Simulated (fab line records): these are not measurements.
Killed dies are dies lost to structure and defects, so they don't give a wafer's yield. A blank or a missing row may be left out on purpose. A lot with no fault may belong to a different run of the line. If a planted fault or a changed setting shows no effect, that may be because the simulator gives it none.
Which tool did it? :: flow gf180mcu :: 42 wafers from 14 lots sampled at 4 of the route's 602 steps

## WHAT EACH GAUGE READ, for each wafer
GF_STI_THK_MEAS_22.
lot: L856
measured: day 2 04:57
on: film_metro-02
STI_OXIDATION_01_THK (nm): 14.84 14.90 14.70

lot: L857
measured: day 2 09:01
on: film_metro-03
STI_OXIDATION_01_THK (nm): 14.89 14.40 14.55

lot: L858
measured: day 2 12:49
on: film_metro-03
STI_OXIDATION_01_THK (nm): 14.59 14.96 15.00

lot: L859
measured: day 2 19:49
on: film_metro-03
STI_OXIDATION_01_THK (nm): 14.69 14.95 14.90

lot: L860
measured: day 2 23:40
on: film_metro-02
STI_OXIDATION_01_THK (nm): 14.67 14.50 14.81

lot: L861
measured: day 3 04:59
on: film_metro-03
STI_OXIDATION_01_THK (nm): 14.86 14.58 14.64

lot: L862
measured: day 3 10:43
on: film_metro-03
STI_OXIDATION_01_THK (nm): 15.53 15.40 15.15

lot: L863
measured: day 3 14:46
on: film_metro-01
STI_OXIDATION_01_THK (nm): 15.17 14.98 15.03

lot: L867
measured: day 4 13:23
on: film_metro-02
STI_OXIDATION_01_THK (nm): 15.32 15.52 15.36

lot: L869
measured: day 4 21:16
on: film_metro-01
STI_OXIDATION_01_THK (nm): 15.01 14.96 15.14

lot: L874
measured: day 6 00:44
on: film_metro-03
STI_OXIDATION_01_THK (nm): 14.98 15.08 15.02

lot: L875
measured: day 6 04:34
on: film_metro-03
STI_OXIDATION_01_THK (nm): 15.05 14.97 14.88

lot: L876
measured: day 6 09:19
on: film_metro-03
STI_OXIDATION_01_THK (nm): 15.00 15.33 15.21

lot: L879
measured: day 7 02:42
on: film_metro-01
STI_OXIDATION_01_THK (nm): 14.91 14.96 15.01

GF_STI_THK_MEAS_30.
lot: L856
measured: day 2 07:53
on: film_metro-01
STI_OXIDATION_02_THK (nm): 9.88 9.78 9.74

lot: L857
measured: day 2 11:41
on: film_metro-02
STI_OXIDATION_02_THK (nm): 9.74 9.60 9.93

lot: L858
measured: day 2 15:21
on: film_metro-01
STI_OXIDATION_02_THK (nm): 10.26 10.14 10.09

lot: L859
measured: day 2 22:21
on: film_metro-02
STI_OXIDATION_02_THK (nm): 9.72 9.63 9.67

lot: L860
measured: day 3 02:09
on: film_metro-03
STI_OXIDATION_02_THK (nm): 10.01 10.13 10.05

lot: L861
measured: day 3 09:19
on: film_metro-02
STI_OXIDATION_02_THK (nm): 10.11 9.95 9.88

lot: L862
measured: day 3 13:18
on: film_metro-01
STI_OXIDATION_02_THK (nm): 9.99 9.96 10.06

lot: L863
measured: day 3 17:15
on: film_metro-01
STI_OXIDATION_02_THK (nm): 10.06 9.81 10.10

lot: L867
measured: day 4 16:36
on: film_metro-01
STI_OXIDATION_02_THK (nm): 10.19 10.21 10.14

lot: L869
measured: day 4 23:45
on: film_metro-02
STI_OXIDATION_02_THK (nm): 10.21 10.04 10.01

lot: L874
measured: day 6 03:13
on: film_metro-02
STI_OXIDATION_02_THK (nm): 10.13 10.12 10.19

lot: L875
measured: day 6 08:28
on: film_metro-01
STI_OXIDATION_02_THK (nm): 9.94 9.94 9.90

lot: L876
measured: day 6 11:51
on: film_metro-03
STI_OXIDATION_02_THK (nm): 10.03 10.10 10.14

lot: L879
measured: day 7 05:19
on: film_metro-02
STI_OXIDATION_02_THK (nm): 10.17 10.27 10.06

GF_POLY_GATE_THK_MEAS_17.
lot: L856
measured: day 9 09:53
on: film_metro-02
POLY_GATE_OXIDATION_THK (nm): 4.01 3.99 4.02

lot: L857
measured: day 9 14:12
on: film_metro-01
POLY_GATE_OXIDATION_THK (nm): 3.90 3.98 4.01

lot: L858
measured: day 9 19:17
on: film_metro-01
POLY_GATE_OXIDATION_THK (nm): 3.85 3.85 3.85

lot: L859
measured: day 10 05:07
on: film_metro-02
POLY_GATE_OXIDATION_THK (nm): 4.06 4.06 4.01

lot: L860
measured: day 10 08:49
on: film_metro-02
POLY_GATE_OXIDATION_THK (nm): 3.97 3.92 3.98

lot: L861
measured: day 10 19:10
on: film_metro-04
POLY_GATE_OXIDATION_THK (nm): 4.02 4.02 3.99

lot: L862
measured: day 11 00:25
on: film_metro-04
POLY_GATE_OXIDATION_THK (nm): 4.09 4.10 4.10

lot: L863
measured: day 11 05:47
on: film_metro-01
POLY_GATE_OXIDATION_THK (nm): 3.97 4.00 4.04

lot: L867
measured: day 12 13:46
on: film_metro-02
POLY_GATE_OXIDATION_THK (nm): 3.94 3.96 3.96

lot: L869
measured: day 13 00:08
on: film_metro-01
POLY_GATE_OXIDATION_THK (nm): 3.97 3.96 3.99

lot: L874
measured: day 14 15:46
on: film_metro-02
POLY_GATE_OXIDATION_THK (nm): 3.93 4.01 3.91

lot: L875
measured: day 14 21:35
on: film_metro-04
POLY_GATE_OXIDATION_THK (nm): 3.95 4.03 4.02

lot: L876
measured: day 15 02:43
on: film_metro-02
POLY_GATE_OXIDATION_THK (nm): 4.11 4.06 4.06

lot: L879
measured: day 16 05:10
on: film_metro-04
POLY_GATE_OXIDATION_THK (nm): 3.97 3.98 3.83

## WHAT TOOL EACH LOT RAN ON (gives the tool, then ch and the chambers of the sampled wafers, and finally the start)
lot: L856
GF_DNWELL_IMPLANT_07: implanter-03 ch 0, day 2 19:34

lot: L857
GF_DNWELL_IMPLANT_07: implanter-03 ch 0, day 3 00:10

lot: L858
GF_DNWELL_IMPLANT_07: implanter-01 ch 0, day 3 04:02

lot: L859
GF_DNWELL_IMPLANT_07: implanter-04 ch 0, day 3 10:43

lot: L860
GF_DNWELL_IMPLANT_07: implanter-01 ch 0, day 3 14:20

lot: L861
GF_DNWELL_IMPLANT_07: implanter-03 ch 0, day 3 21:43

lot: L862
GF_DNWELL_IMPLANT_07: implanter-04 ch 0, day 4 01:52

lot: L863
GF_DNWELL_IMPLANT_07: implanter-01 ch 0, day 4 06:17

lot: L867
GF_DNWELL_IMPLANT_07: implanter-01 ch 0, day 5 05:23

lot: L869
GF_DNWELL_IMPLANT_07: implanter-01 ch 0, day 5 13:41

lot: L874
GF_DNWELL_IMPLANT_07: implanter-04 ch 0, day 6 17:56

lot: L875
GF_DNWELL_IMPLANT_07: implanter-03 ch 0, day 7 00:09

lot: L876
GF_DNWELL_IMPLANT_07: implanter-04 ch 0, day 7 03:31

lot: L879
GF_DNWELL_IMPLANT_07: implanter-04 ch 0, day 7 22:04
- GF_DNWELL_IMPLANT_07

## AS READ BY THE TOOLS THEMSELVES (means over the sampled wafers that have a number; for cases with no such wafer, the mark the record gives instead)
GF_DNWELL_IMPLANT_07.
lot: L856
tool: implanter-03
beam_energy_keV: 1500.2

lot: L857
tool: implanter-03
beam_energy_keV: 1500.1

lot: L858
tool: implanter-01
beam_energy_keV: 1500.7

lot: L859
tool: implanter-04
beam_energy_keV: 1500.3

lot: L860
tool: implanter-01
beam_energy_keV: 1499.9

lot: L861
tool: implanter-03
beam_energy_keV: 1500.4

lot: L862
tool: implanter-04
beam_energy_keV: 1499.8

lot: L863
tool: implanter-01
beam_energy_keV: 1499.7

lot: L867
tool: implanter-01
beam_energy_keV: 1570.0

lot: L869
tool: implanter-01
beam_energy_keV: 1569.4

lot: L874
tool: implanter-04
beam_energy_keV: 1500.0

lot: L875
tool: implanter-03
beam_energy_keV: 1499.5

lot: L876
tool: implanter-04
beam_energy_keV: 1499.7

lot: L879
tool: implanter-04
beam_energy_keV: 1499.7

## THE ANSWER, worked out from the rows above alone
Rule: the usual values come from the lots themselves. Put in order of their means at a reading, lots are off if they are a third of the lots or fewer, leave a main group of 4 or more, and stand apart from it by a gap of 3 or more times the standard deviation of the main group's means; of several such gaps the widest counts. Not used: any main group whose means are identical at the precision the tables above print for the reading. Also off: a lot with no number at a reading for which 4 or more lots have one. All remaining lots with rows at the step are treated as sound. After the gauges, taken in route order, come the tools' own readings; for these a lot's mean is taken, as printed above. The first step at which some lot is off is used, and at that step the reading that is off furthest; a lot without a number counts as furthest.
Off, at GF_DNWELL_IMPLANT_07 on beam_energy_keV: L867, L869. Main group: mean 1500.0, sd 0.34.
If a tool, at that step or one of the process steps before it, ran each lot that is off and ran no sound lot following the first of them, it fits. One fits: implanter-01 at GF_DNWELL_IMPLANT_07. Its last sound lot is L863 (day 4 06:17), its first lot that is off L867 (day 5 05:23): a fault that began between those two fits.
The tool's own readings at GF_DNWELL_IMPLANT_07 bear it out: on the lots that are off they differ by more than 5 times the standard deviation of the sound lots' means. beam_energy_keV reads 1569.7 there against 1500.0 on the sound lots.

## WHAT WAS PUT IN BY THE SIMULATOR
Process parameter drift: implanter-01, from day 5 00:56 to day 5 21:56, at GF_DNWELL_IMPLANT_07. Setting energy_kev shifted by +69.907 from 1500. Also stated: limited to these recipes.
Lots struck among those shown: L867, L869. The rule above reached the same finding.
